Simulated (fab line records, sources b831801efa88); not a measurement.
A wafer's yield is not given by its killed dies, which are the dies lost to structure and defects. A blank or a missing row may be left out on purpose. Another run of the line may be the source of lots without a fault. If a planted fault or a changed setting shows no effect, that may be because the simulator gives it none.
fab line records | flow sky130
[record] lots = 24 | wafers = 72 | last_day = 50
route steps=708 shown VIA4@650 METAL5@663 PASSIVATION@682
lots that met no fault: from a run of the same line without faults
start_h: hours from the record's first day to the start of the lot's first wafer shown | wait_h: hours elapsed since this lot's preceding step | " as in the row above | L1.1+2: a single row standing in for several wafers | - either no value or no given start | * or withheld: withheld | < > ~ a bound
route shown NAME@n: a module of which the file shows steps, and the number in the route of the first | usual: mean/standard deviation of fault-free wafers | same: alike in all rows | chamber/n: place in a boat | sites: per-site readings | _std_site: the standard deviation of these | _edge_site: mean of outer sites minus mean of inner sites | radius_mm: for every site, how far away it sits from the centre of the wafer | mask NAME#n: copy n | behind: the most recent tool/chamber to have shaped the wafer | hold: reason for holding the lot/hours on hold/outcome of the hold | device: transistor that didn't switch, given as n, p or np | end of line: tests run on the same wafers once the route is complete | step lacking rows: just its recipe | killed: not the wafer's yield, but the dies lost to structure and defects at the first sort | map: a wafer's dies, x killed, . not, _ none there
set.NAME: the setting the step ran with; set.NAME@STEP: the setting that earlier step ran with | model.NAME: the simulator's own value behind a step, which no gauge read
route steps across a sampled set of lots; one table per step, one row per wafer
services: the hour from which a tool's chamber was out of use, counted from the record's first day as start_h (under 0 if before that day), plus the number of hours and why
[[steps]]
[step SKY_VIA4_OVL_MEAS_11]
[usual] VIA4_OVL = -1.1/1.6
lot.wafer | tool       | chamber | start_h | wait_h | VIA4_OVL[nm]
L074.3    | overlay-01 | -       | 1025.28 | 0.1    | 0.1
L074.4    | "          | -       | "       | "      | 2.1
L074.6    | "          | -       | "       | "      | 1.6
L075.1    | overlay-02 | -       | 1025.71 | 0.1    | -0.7
L075.3    | "          | -       | "       | "      | -0.6
L075.4    | "          | -       | "       | "      | -0.1
L077.4    | overlay-02 | -       | 1026.02 | 0.1    | -4.8
L077.5    | "          | -       | "       | "      | -3.7
L077.6    | "          | -       | "       | "      | -2.9
L076.4    | overlay-01 | -       | 1027.42 | 0.1    | -1.9
L076.5    | "          | -       | "       | "      | -4.0
L076.6    | "          | -       | "       | "      | -2.0
L078.2    | overlay-02 | -       | 1066.91 | 0.1    | -0.5
L078.4    | "          | -       | "       | "      | -0.1
L078.5    | "          | -       | "       | "      | -0.4
L079.1    | overlay-02 | -       | 1067.77 | 0.1    | 0.4
L079.2    | "          | -       | "       | "      | -0.6
L079.3    | "          | -       | "       | "      | -0.3
L081.1    | overlay-02 | -       | 1068.12 | 0.1    | -1.7
L081.2    | "          | -       | "       | "      | -1.5
L081.4    | "          | -       | "       | "      | -4.2
L080.1    | overlay-01 | -       | 1068.96 | 0.1    | -3.4
L080.2    | "          | -       | "       | "      | -3.9
L080.4    | "          | -       | "       | "      | -1.9
L082.1    | overlay-02 | -       | 1069.52 | 0.1    | 0.5
L082.4    | "          | -       | "       | "      | 0.1
L082.6    | "          | -       | "       | "      | -0.5
L084.2    | overlay-02 | -       | 1074.87 | 0.1    | -2.8
L084.4    | "          | -       | "       | "      | -2.1
L084.5    | "          | -       | "       | "      | -1.5
L083.2    | overlay-01 | -       | 1077.22 | 0.1    | 0.5
L083.4    | "          | -       | "       | "      | 0.1
L083.6    | "          | -       | "       | "      | -0.2
L085.1    | overlay-02 | -       | 1077.81 | 0.1    | -1.1
L085.2    | "          | -       | "       | "      | -1.6
L085.3    | "          | -       | "       | "      | -1.2
L086.3    | overlay-01 | -       | 1078.12 | 0.1    | -1.4
L086.5    | "          | -       | "       | "      | -0.8
L086.6    | "          | -       | "       | "      | 0.7
L087.2    | overlay-01 | -       | 1086.86 | 0.1    | -1.7
L087.4    | "          | -       | "       | "      | -0.7
L087.6    | "          | -       | "       | "      | -1.9
L088.2    | overlay-01 | -       | 1095.37 | 0.1    | -3.3
L088.3    | "          | -       | "       | "      | -4.6
L088.5    | "          | -       | "       | "      | -2.5
L089.2    | overlay-01 | -       | 1095.77 | 0.1    | -0.9
L089.3    | "          | -       | "       | "      | -0.3
L089.4    | "          | -       | "       | "      | -0.7
L090.1    | overlay-01 | -       | 1110.76 | 0.1    | 1.4
L090.2    | "          | -       | "       | "      | 1.0
L090.5    | "          | -       | "       | "      | 1.9
L091.1    | overlay-02 | -       | 1112.91 | 0.1    | -1.3
L091.4    | "          | -       | "       | "      | -1.7
L091.5    | "          | -       | "       | "      | -1.4
L092.1    | overlay-02 | -       | 1116.07 | 0.1    | -0.2
L092.2    | "          | -       | "       | "      | -0.7
L092.5    | "          | -       | "       | "      | -1.5
L093.1    | overlay-02 | -       | 1127.27 | 0.1    | -2.5
L093.2    | "          | -       | "       | "      | -1.1
L093.6    | "          | -       | "       | "      | -2.9
L094.4    | overlay-01 | -       | 1128.98 | 0.1    | -0.8
L094.5    | "          | -       | "       | "      | -1.8
L094.6    | "          | -       | "       | "      | -1.9
L095.1    | overlay-01 | -       | 1139.22 | 0.1    | 0.0
L095.4    | "          | -       | "       | "      | -0.2
L095.6    | "          | -       | "       | "      | 0.9
L096.1    | overlay-01 | -       | 1141.61 | 0.1    | 0.1
L096.3    | "          | -       | "       | "      | 1.4
L096.6    | "          | -       | "       | "      | -0.1
L097.2    | overlay-01 | -       | 1145.57 | 0.1    | 0.2
L097.4    | "          | -       | "       | "      | 0.6
L097.6    | "          | -       | "       | "      | 0.8
[step SKY_VIA4_SPUTTER_17]
[recipe] material = TiN | target_thk_nm = 20 | chamber_pressure_pa = 5 | power_w = 4000 | time_s = 80
[usual] throttle_valve_pct = 30.1/0.88
lot.wafer | tool           | chamber | start_h | wait_h | throttle_valve_pct
L074.3    | pvd_sputter-04 | -       | 1025.99 | 0.0    | 31.5
L074.4    | "              | -       | "       | "      | 28.8
L074.6    | "              | -       | "       | "      | 31.0
L075.1    | pvd_sputter-03 | -       | 1026.41 | 0.0    | 30.6
L075.3    | "              | -       | "       | "      | 29.1
L075.4    | "              | -       | "       | "      | 29.7
L077.4    | pvd_sputter-03 | -       | 1026.77 | 0.0    | 29.4
L077.5    | "              | -       | "       | "      | 30.6
L077.6    | "              | -       | "       | "      | 29.4
L076.4    | pvd_sputter-03 | -       | 1028.19 | 0.0    | 29.9
L076.5    | "              | -       | "       | "      | 30.0
L076.6    | "              | -       | "       | "      | 30.9
L078.2    | pvd_sputter-02 | -       | 1067.61 | 0.0    | 31.2
L078.4    | "              | -       | "       | "      | 29.1
L078.5    | "              | -       | "       | "      | 28.7
L079.1    | pvd_sputter-02 | -       | 1068.47 | 0.0    | 30.0
L079.2    | "              | -       | "       | "      | 29.4
L079.3    | "              | -       | "       | "      | 31.4
L081.1    | pvd_sputter-04 | -       | 1068.82 | 0.0    | 31.3
L081.2    | "              | -       | "       | "      | 30.1
L081.4    | "              | -       | "       | "      | 30.0
L080.1    | pvd_sputter-02 | -       | 1069.66 | 0.0    | 30.0
L080.2    | "              | -       | "       | "      | 29.4
L080.4    | "              | -       | "       | "      | 28.6
L082.1    | pvd_sputter-02 | -       | 1070.22 | 0.0    | 31.1
L082.4    | "              | -       | "       | "      | 29.3
L082.6    | "              | -       | "       | "      | 28.4
L084.2    | pvd_sputter-04 | -       | 1075.57 | 0.0    | 30.1
L084.4    | "              | -       | "       | "      | 30.1
L084.5    | "              | -       | "       | "      | 29.2
L083.2    | pvd_sputter-04 | -       | 1077.92 | 0.0    | 28.8
L083.4    | "              | -       | "       | "      | 30.1
L083.6    | "              | -       | "       | "      | 31.5
L085.1    | pvd_sputter-04 | -       | 1078.58 | 0.0    | 31.5
L085.2    | "              | -       | "       | "      | 30.2
L085.3    | "              | -       | "       | "      | 28.8
L086.3    | pvd_sputter-03 | -       | 1078.88 | 0.0    | 29.5
L086.5    | "              | -       | "       | "      | 29.3
L086.6    | "              | -       | "       | "      | 30.7
L087.2    | pvd_sputter-04 | -       | 1087.63 | 0.0    | 31.0
L087.4    | "              | -       | "       | "      | 30.5
L087.6    | "              | -       | "       | "      | 31.0
L088.2    | pvd_sputter-04 | -       | 1096.18 | 0.0    | 30.4
L088.3    | "              | -       | "       | "      | 31.2
L088.5    | "              | -       | "       | "      | 31.5
L089.2    | pvd_sputter-02 | -       | 1096.62 | 0.0    | 29.1
L089.3    | "              | -       | "       | "      | 28.7
L089.4    | "              | -       | "       | "      | 31.2
L090.1    | pvd_sputter-04 | -       | 1111.47 | 0.0    | 29.8
L090.2    | "              | -       | "       | "      | 29.2
L090.5    | "              | -       | "       | "      | 28.7
L091.1    | pvd_sputter-03 | -       | 1113.61 | 0.0    | 30.8
L091.4    | "              | -       | "       | "      | 30.7
L091.5    | "              | -       | "       | "      | 29.7
L092.1    | pvd_sputter-03 | -       | 1116.77 | 0.0    | 30.6
L092.2    | "              | -       | "       | "      | 29.9
L092.5    | "              | -       | "       | "      | 30.7
L093.1    | pvd_sputter-02 | -       | 1127.97 | 0.0    | 31.3
L093.2    | "              | -       | "       | "      | 28.7
L093.6    | "              | -       | "       | "      | 28.7
L094.4    | pvd_sputter-03 | -       | 1129.71 | 0.0    | 29.2
L094.5    | "              | -       | "       | "      | 30.0
L094.6    | "              | -       | "       | "      | 30.8
L095.1    | pvd_sputter-02 | -       | 1139.92 | 0.0    | 29.5
L095.4    | "              | -       | "       | "      | 29.9
L095.6    | "              | -       | "       | "      | 29.3
L096.1    | pvd_sputter-03 | -       | 1142.31 | 0.0    | 31.0
L096.3    | "              | -       | "       | "      | 30.5
L096.6    | "              | -       | "       | "      | 29.5
L097.2    | pvd_sputter-03 | -       | 1146.27 | 0.0    | 29.9
L097.4    | "              | -       | "       | "      | 30.7
L097.6    | "              | -       | "       | "      | 30.6
[step SKY_VIA4_RS_MEAS_19]
[recipe] thk_meas_gauge = four-point-probe | reads = W_of_VIA4_CVD_18+TiN_of_VIA4_SPUTTER_17
[usual] VIA4_W_RS = 0.225/0.0033
lot.wafer | tool          | chamber | start_h | wait_h | VIA4_W_RS[ohm/sq]
L074.3    | film_metro-01 | -       | 1026.24 | 0.1    | 0.227
L074.4    | "             | -       | "       | "      | 0.220
L074.6    | "             | -       | "       | "      | 0.220
L075.1    | film_metro-04 | -       | 1026.62 | 0.1    | 0.221
L075.3    | "             | -       | "       | "      | 0.221
L075.4    | "             | -       | "       | "      | 0.223
L077.4    | film_metro-04 | -       | 1027.04 | 0.1    | 0.225
L077.5    | "             | -       | "       | "      | 0.228
L077.6    | "             | -       | "       | "      | 0.225
L076.4    | film_metro-01 | -       | 1028.46 | 0.1    | 0.226
L076.5    | "             | -       | "       | "      | 0.226
L076.6    | "             | -       | "       | "      | 0.225
L078.2    | film_metro-01 | -       | 1067.84 | 0.1    | 0.222
L078.4    | "             | -       | "       | "      | 0.223
L078.5    | "             | -       | "       | "      | 0.226
L079.1    | film_metro-04 | -       | 1068.68 | 0.1    | 0.228
L079.2    | "             | -       | "       | "      | 0.221
L079.3    | "             | -       | "       | "      | 0.219
L081.1    | film_metro-04 | -       | 1069.03 | 0.1    | 0.219
L081.2    | "             | -       | "       | "      | 0.222
L081.4    | "             | -       | "       | "      | 0.215
L080.1    | film_metro-01 | -       | 1069.87 | 0.1    | 0.220
L080.2    | "             | -       | "       | "      | 0.225
L080.4    | "             | -       | "       | "      | 0.225
L082.1    | film_metro-01 | -       | 1070.43 | 0.1    | 0.227
L082.4    | "             | -       | "       | "      | 0.221
L082.6    | "             | -       | "       | "      | 0.218
L084.2    | film_metro-02 | -       | 1075.80 | 0.1    | 0.221
L084.4    | "             | -       | "       | "      | 0.229
L084.5    | "             | -       | "       | "      | 0.221
L083.2    | film_metro-04 | -       | 1078.16 | 0.1    | 0.222
L083.4    | "             | -       | "       | "      | 0.220
L083.6    | "             | -       | "       | "      | 0.226
L085.1    | film_metro-02 | -       | 1078.79 | 0.1    | 0.223
L085.2    | "             | -       | "       | "      | 0.226
L085.3    | "             | -       | "       | "      | 0.224
L086.3    | film_metro-01 | -       | 1079.13 | 0.1    | 0.227
L086.5    | "             | -       | "       | "      | 0.228
L086.6    | "             | -       | "       | "      | 0.219
L087.2    | film_metro-04 | -       | 1087.86 | 0.1    | 0.228
L087.4    | "             | -       | "       | "      | 0.226
L087.6    | "             | -       | "       | "      | 0.218
L088.2    | film_metro-01 | -       | 1096.41 | 0.1    | 0.222
L088.3    | "             | -       | "       | "      | 0.221
L088.5    | "             | -       | "       | "      | 0.227
L089.2    | film_metro-01 | -       | 1096.85 | 0.1    | 0.228
L089.3    | "             | -       | "       | "      | 0.228
L089.4    | "             | -       | "       | "      | 0.227
L090.1    | film_metro-01 | -       | 1111.68 | 0.1    | 0.225
L090.2    | "             | -       | "       | "      | 0.226
L090.5    | "             | -       | "       | "      | 0.226
L091.1    | film_metro-02 | -       | 1113.85 | 0.1    | 0.224
L091.4    | "             | -       | "       | "      | 0.225
L091.5    | "             | -       | "       | "      | 0.225
L092.1    | film_metro-01 | -       | 1116.99 | 0.1    | 0.225
L092.2    | "             | -       | "       | "      | 0.222
L092.5    | "             | -       | "       | "      | 0.222
L093.1    | film_metro-04 | -       | 1128.18 | 0.1    | 0.226
L093.2    | "             | -       | "       | "      | 0.226
L093.6    | "             | -       | "       | "      | 0.226
L094.4    | film_metro-01 | -       | 1129.98 | 0.1    | 0.226
L094.5    | "             | -       | "       | "      | 0.231
L094.6    | "             | -       | "       | "      | 0.226
L095.1    | film_metro-02 | -       | 1140.13 | 0.1    | 0.227
L095.4    | "             | -       | "       | "      | 0.228
L095.6    | "             | -       | "       | "      | 0.230
L096.1    | film_metro-01 | -       | 1142.52 | 0.1    | 0.222
L096.3    | "             | -       | "       | "      | 0.224
L096.6    | "             | -       | "       | "      | 0.224
L097.2    | film_metro-01 | -       | 1146.50 | 0.1    | 0.221
L097.4    | "             | -       | "       | "      | 0.230
L097.6    | "             | -       | "       | "      | 0.227
[step SKY_METAL5_SPUTTER_02]
[recipe] material = AlCu | target_thk_nm = 1150 | power_w = 10600 | time_s = 61.2 | chamber_pressure_pa = 0.4
[usual] throttle_valve_pct = 30.3/0.99
lot.wafer | tool           | chamber | start_h | wait_h | throttle_valve_pct
L074.3    | pvd_sputter-01 | -       | 1026.73 | 0.0    | 31.6
L074.4    | "              | -       | "       | "      | 30.9
L074.6    | "              | -       | "       | "      | 29.6
L075.1    | pvd_sputter-01 | -       | 1027.67 | 0.0    | 29.8
L075.3    | "              | -       | "       | "      | 31.7
L075.4    | "              | -       | "       | "      | 31.2
L077.4    | pvd_sputter-01 | -       | 1028.30 | 0.0    | 29.6
L077.5    | "              | -       | "       | "      | 31.3
L077.6    | "              | -       | "       | "      | 31.5
L076.4    | pvd_sputter-04 | -       | 1029.17 | 0.0    | 30.2
L076.5    | "              | -       | "       | "      | 30.8
L076.6    | "              | -       | "       | "      | 28.9
L078.2    | pvd_sputter-01 | -       | 1068.35 | 0.0    | 29.2
L078.4    | "              | -       | "       | "      | 31.4
L078.5    | "              | -       | "       | "      | 31.5
L079.1    | pvd_sputter-01 | -       | 1069.21 | 0.0    | 29.3
L079.2    | "              | -       | "       | "      | 29.9
L079.3    | "              | -       | "       | "      | 31.3
L081.1    | pvd_sputter-04 | -       | 1069.56 | 0.0    | 31.2
L081.2    | "              | -       | "       | "      | 29.1
L081.4    | "              | -       | "       | "      | 30.2
L080.1    | pvd_sputter-01 | -       | 1070.43 | 0.0    | 28.9
L080.2    | "              | -       | "       | "      | 29.8
L080.4    | "              | -       | "       | "      | 31.3
L082.1    | pvd_sputter-01 | -       | 1070.98 | 0.0    | 29.5
L082.4    | "              | -       | "       | "      | 29.3
L082.6    | "              | -       | "       | "      | 31.2
L084.2    | pvd_sputter-04 | -       | 1076.57 | 0.0    | 30.4
L084.4    | "              | -       | "       | "      | 31.4
L084.5    | "              | -       | "       | "      | 30.3
L083.2    | pvd_sputter-02 | -       | 1078.67 | 0.0    | 28.6
L083.4    | "              | -       | "       | "      | 31.3
L083.6    | "              | -       | "       | "      | 29.7
L085.1    | pvd_sputter-01 | -       | 1079.32 | 0.0    | 31.0
L085.2    | "              | -       | "       | "      | 31.3
L085.3    | "              | -       | "       | "      | 29.7
L086.3    | pvd_sputter-04 | -       | 1079.62 | 0.0    | 30.1
L086.5    | "              | -       | "       | "      | 28.7
L086.6    | "              | -       | "       | "      | 30.1
L087.2    | pvd_sputter-04 | -       | 1090.17 | 0.0    | 28.9
L087.4    | "              | -       | "       | "      | 31.0
L087.6    | "              | -       | "       | "      | 30.3
L088.2    | pvd_sputter-02 | -       | 1097.11 | 0.0    | 31.0
L088.3    | "              | -       | "       | "      | 29.5
L088.5    | "              | -       | "       | "      | 31.2
L089.2    | pvd_sputter-01 | -       | 1097.36 | 0.0    | 29.2
L089.3    | "              | -       | "       | "      | 29.7
L089.4    | "              | -       | "       | "      | 31.6
L090.1    | pvd_sputter-04 | -       | 1112.21 | 0.0    | 31.6
L090.2    | "              | -       | "       | "      | 31.0
L090.5    | "              | -       | "       | "      | 31.2
L091.1    | pvd_sputter-04 | -       | 1114.45 | 0.0    | 31.3
L091.4    | "              | -       | "       | "      | 29.8
L091.5    | "              | -       | "       | "      | 31.0
L092.1    | pvd_sputter-04 | -       | 1117.51 | 0.0    | 28.9
L092.2    | "              | -       | "       | "      | 31.3
L092.5    | "              | -       | "       | "      | 29.0
L093.1    | pvd_sputter-01 | -       | 1128.71 | 0.0    | 31.2
L093.2    | "              | -       | "       | "      | 29.9
L093.6    | "              | -       | "       | "      | 31.3
L094.4    | pvd_sputter-04 | -       | 1130.45 | 0.0    | 28.8
L094.5    | "              | -       | "       | "      | 29.8
L094.6    | "              | -       | "       | "      | 28.8
L095.1    | pvd_sputter-01 | -       | 1140.66 | 0.0    | 29.0
L095.4    | "              | -       | "       | "      | 31.1
L095.6    | "              | -       | "       | "      | 29.6
L096.1    | pvd_sputter-01 | -       | 1143.05 | 0.0    | 29.2
L096.3    | "              | -       | "       | "      | 29.8
L096.6    | "              | -       | "       | "      | 31.3
L097.2    | pvd_sputter-04 | -       | 1147.01 | 0.0    | 28.8
L097.4    | "              | -       | "       | "      | 30.9
L097.6    | "              | -       | "       | "      | 28.9
[step SKY_METAL5_SPUTTER_03]
[recipe] material = Ti | target_thk_nm = 5 | power_w = 3000 | time_s = 3.3 | chamber_pressure_pa = 0.4
[usual] throttle_valve_pct = 30.3/0.97
lot.wafer | tool           | chamber | start_h | wait_h | throttle_valve_pct
L074.3    | pvd_sputter-01 | -       | 1026.78 | 0.0    | 31.7
L074.4    | "              | -       | "       | "      | 31.1
L074.6    | "              | -       | "       | "      | 29.6
L075.1    | pvd_sputter-01 | -       | 1027.73 | 0.0    | 29.4
L075.3    | "              | -       | "       | "      | 31.5
L075.4    | "              | -       | "       | "      | 31.3
L077.4    | pvd_sputter-01 | -       | 1028.33 | 0.0    | 29.7
L077.5    | "              | -       | "       | "      | 31.1
L077.6    | "              | -       | "       | "      | 31.6
L076.4    | pvd_sputter-04 | -       | 1029.23 | 0.0    | 30.3
L076.5    | "              | -       | "       | "      | 30.8
L076.6    | "              | -       | "       | "      | 29.2
L078.2    | pvd_sputter-01 | -       | 1068.40 | 0.0    | 29.2
L078.4    | "              | -       | "       | "      | 31.5
L078.5    | "              | -       | "       | "      | 31.3
L079.1    | pvd_sputter-01 | -       | 1069.26 | 0.0    | 29.4
L079.2    | "              | -       | "       | "      | 29.4
L079.3    | "              | -       | "       | "      | 31.4
L081.1    | pvd_sputter-04 | -       | 1069.61 | 0.0    | 31.3
L081.2    | "              | -       | "       | "      | 28.9
L081.4    | "              | -       | "       | "      | 30.2
L080.1    | pvd_sputter-01 | -       | 1070.48 | 0.0    | 29.1
L080.2    | "              | -       | "       | "      | 29.7
L080.4    | "              | -       | "       | "      | 31.2
L082.1    | pvd_sputter-01 | -       | 1071.03 | 0.0    | 29.6
L082.4    | "              | -       | "       | "      | 29.3
L082.6    | "              | -       | "       | "      | 31.1
L084.2    | pvd_sputter-04 | -       | 1076.63 | 0.0    | 30.2
L084.4    | "              | -       | "       | "      | 31.1
L084.5    | "              | -       | "       | "      | 30.6
L083.2    | pvd_sputter-02 | -       | 1078.72 | 0.0    | 28.8
L083.4    | "              | -       | "       | "      | 31.2
L083.6    | "              | -       | "       | "      | 29.8
L085.1    | pvd_sputter-01 | -       | 1079.37 | 0.0    | 31.0
L085.2    | "              | -       | "       | "      | 31.5
L085.3    | "              | -       | "       | "      | 29.9
L086.3    | pvd_sputter-04 | -       | 1079.67 | 0.0    | 30.0
L086.5    | "              | -       | "       | "      | 28.7
L086.6    | "              | -       | "       | "      | 30.1
L087.2    | pvd_sputter-04 | -       | 1090.22 | 0.0    | 28.9
L087.4    | "              | -       | "       | "      | 31.1
L087.6    | "              | -       | "       | "      | 30.3
L088.2    | pvd_sputter-02 | -       | 1097.16 | 0.0    | 31.2
L088.3    | "              | -       | "       | "      | 30.2
L088.5    | "              | -       | "       | "      | 31.1
L089.2    | pvd_sputter-01 | -       | 1097.41 | 0.0    | 29.4
L089.3    | "              | -       | "       | "      | 29.7
L089.4    | "              | -       | "       | "      | 31.6
L090.1    | pvd_sputter-04 | -       | 1112.26 | 0.0    | 31.5
L090.2    | "              | -       | "       | "      | 30.7
L090.5    | "              | -       | "       | "      | 31.3
L091.1    | pvd_sputter-04 | -       | 1114.50 | 0.0    | 31.1
L091.4    | "              | -       | "       | "      | 30.1
L091.5    | "              | -       | "       | "      | 30.8
L092.1    | pvd_sputter-04 | -       | 1117.56 | 0.0    | 28.7
L092.2    | "              | -       | "       | "      | 31.3
L092.5    | "              | -       | "       | "      | 28.7
L093.1    | pvd_sputter-01 | -       | 1128.76 | 0.0    | 31.3
L093.2    | "              | -       | "       | "      | 29.6
L093.6    | "              | -       | "       | "      | 31.4
L094.4    | pvd_sputter-04 | -       | 1130.50 | 0.0    | 29.0
L094.5    | "              | -       | "       | "      | 30.1
L094.6    | "              | -       | "       | "      | 28.8
L095.1    | pvd_sputter-01 | -       | 1140.71 | 0.0    | 29.6
L095.4    | "              | -       | "       | "      | 31.3
L095.6    | "              | -       | "       | "      | 29.8
L096.1    | pvd_sputter-01 | -       | 1143.10 | 0.0    | 29.2
L096.3    | "              | -       | "       | "      | 29.4
L096.6    | "              | -       | "       | "      | 31.1
L097.2    | pvd_sputter-04 | -       | 1147.06 | 0.0    | 29.0
L097.4    | "              | -       | "       | "      | 31.1
L097.6    | "              | -       | "       | "      | 29.2
[step SKY_PASSIVATION_THK_MEAS_01]
[recipe] reads = SiO2_of_PASSIVATION_CVD_00
[usual] PASSIVATION_CVD_00_THK = 89.8/1.3
lot.wafer | tool          | chamber | start_h | wait_h | PASSIVATION_CVD_00_THK[nm]
L074.3    | film_metro-02 | -       | 1050.40 | -      | 89.8
L074.4    | "             | -       | "       | "      | 91.1
L074.6    | "             | -       | "       | "      | 89.6
L075.1    | film_metro-04 | -       | 1050.43 | -      | 89.8
L075.3    | "             | -       | "       | "      | 87.3
L075.4    | "             | -       | "       | "      | 91.2
L077.4    | film_metro-02 | -       | 1051.52 | -      | 90.4
L077.5    | "             | -       | "       | "      | 91.1
L077.6    | "             | -       | "       | "      | 88.3
L076.4    | film_metro-02 | -       | 1052.62 | -      | 90.7
L076.5    | "             | -       | "       | "      | 88.7
L076.6    | "             | -       | "       | "      | 89.3
L078.2    | film_metro-02 | -       | 1090.45 | -      | 89.8
L078.4    | "             | -       | "       | "      | 91.1
L078.5    | "             | -       | "       | "      | 91.3
L079.1    | film_metro-03 | -       | 1091.30 | -      | 87.3
L079.2    | "             | -       | "       | "      | 90.4
L079.3    | "             | -       | "       | "      | 90.5
L081.1    | film_metro-02 | -       | 1091.49 | -      | 90.8
L081.2    | "             | -       | "       | "      | 88.8
L081.4    | "             | -       | "       | "      | 90.0
L080.1    | film_metro-03 | -       | 1092.43 | -      | 89.8
L080.2    | "             | -       | "       | "      | 88.6
L080.4    | "             | -       | "       | "      | 91.3
L082.1    | film_metro-04 | -       | 1093.14 | -      | 89.5
L082.4    | "             | -       | "       | "      | 91.9
L082.6    | "             | -       | "       | "      | 90.2
L084.2    | film_metro-04 | -       | 1096.61 | -      | 89.4
L084.4    | "             | -       | "       | "      | 88.7
L084.5    | "             | -       | "       | "      | 90.4
L083.2    | film_metro-02 | -       | 1099.47 | -      | 89.1
L083.4    | "             | -       | "       | "      | 90.4
L083.6    | "             | -       | "       | "      | 90.9
L085.1    | film_metro-02 | -       | 1100.99 | -      | 89.2
L085.2    | "             | -       | "       | "      | 88.8
L085.3    | "             | -       | "       | "      | 90.7
L086.3    | film_metro-03 | -       | 1101.31 | -      | 88.4
L086.5    | "             | -       | "       | "      | 89.6
L086.6    | "             | -       | "       | "      | 88.7
L087.2    | film_metro-02 | -       | 1111.34 | -      | 90.1
L087.4    | "             | -       | "       | "      | 92.6
L087.6    | "             | -       | "       | "      | 91.8
L088.2    | film_metro-03 | -       | 1118.51 | -      | 88.1
L088.3    | "             | -       | "       | "      | 88.2
L088.5    | "             | -       | "       | "      | 89.7
L089.2    | film_metro-04 | -       | 1118.82 | -      | 89.6
L089.3    | "             | -       | "       | "      | 87.9
L089.4    | "             | -       | "       | "      | 91.1
L090.1    | film_metro-03 | -       | 1133.80 | -      | 89.2
L090.2    | "             | -       | "       | "      | 89.1
L090.5    | "             | -       | "       | "      | 89.8
L091.1    | film_metro-04 | -       | 1136.31 | -      | 88.7
L091.4    | "             | -       | "       | "      | 90.9
L091.5    | "             | -       | "       | "      | 91.5
L092.1    | film_metro-02 | -       | 1138.89 | -      | 89.5
L092.2    | "             | -       | "       | "      | 89.2
L092.5    | "             | -       | "       | "      | 91.1
L093.1    | film_metro-02 | -       | 1148.90 | -      | 89.7
L093.2    | "             | -       | "       | "      | 87.8
L093.6    | "             | -       | "       | "      | 91.8
L094.4    | film_metro-02 | -       | 1150.13 | -      | 91.0
L094.5    | "             | -       | "       | "      | 89.2
L094.6    | "             | -       | "       | "      | 89.9
L095.1    | film_metro-03 | -       | 1159.36 | -      | 90.0
L095.4    | "             | -       | "       | "      | 92.0
L095.6    | "             | -       | "       | "      | 91.6
L096.1    | film_metro-04 | -       | 1161.76 | -      | 91.0
L096.3    | "             | -       | "       | "      | 93.7
L096.6    | "             | -       | "       | "      | 90.0
L097.2    | film_metro-02 | -       | 1165.16 | -      | 88.2
L097.4    | "             | -       | "       | "      | 89.4
L097.6    | "             | -       | "       | "      | 90.2
[[services]]
tool           | chamber | start_h | hours | kind
pvd_sputter-02 | -       | 1025.60 | 4.2   | repair
pvd_sputter-01 | 1       | 1026.51 | -     | consumable_replace:kit
pvd_sputter-01 | 1       | 1026.51 | 18.0  | scheduled_down
pvd_sputter-01 | 1       | 1026.51 | 18.0  | vent_cycle
pvd_sputter-02 | 1       | 1030.19 | -     | consumable_replace:kit
pvd_sputter-02 | 1       | 1030.19 | 18.0  | scheduled_down
pvd_sputter-02 | 1       | 1030.19 | 18.0  | vent_cycle
pvd_sputter-03 | -       | 1032.88 | 9.4   | repair
pvd_sputter-02 | -       | 1046.12 | 15.0  | repair
pvd_sputter-01 | -       | 1048.57 | 8.6   | repair
pvd_sputter-04 | 1       | 1066.84 | -     | consumable_replace:kit
pvd_sputter-04 | 1       | 1066.84 | 18.0  | scheduled_down
pvd_sputter-04 | 1       | 1066.84 | 18.0  | vent_cycle
pvd_sputter-03 | 0       | 1078.55 | -     | consumable_replace:kit
pvd_sputter-03 | 0       | 1078.55 | 18.0  | scheduled_down
pvd_sputter-03 | 0       | 1078.55 | 18.0  | vent_cycle
pvd_sputter-01 | -       | 1111.31 | 4.1   | repair
pvd_sputter-01 | -       | 1118.13 | 0.7   | repair
pvd_sputter-01 | 0       | 1127.79 | -     | consumable_replace:kit
pvd_sputter-01 | 0       | 1127.79 | 18.0  | scheduled_down
pvd_sputter-01 | 0       | 1127.79 | 18.0  | vent_cycle
pvd_sputter-03 | -       | 1138.90 | 2.9   | repair
pvd_sputter-04 | -       | 1142.08 | 1.7   | repair
[[key]]
fault none
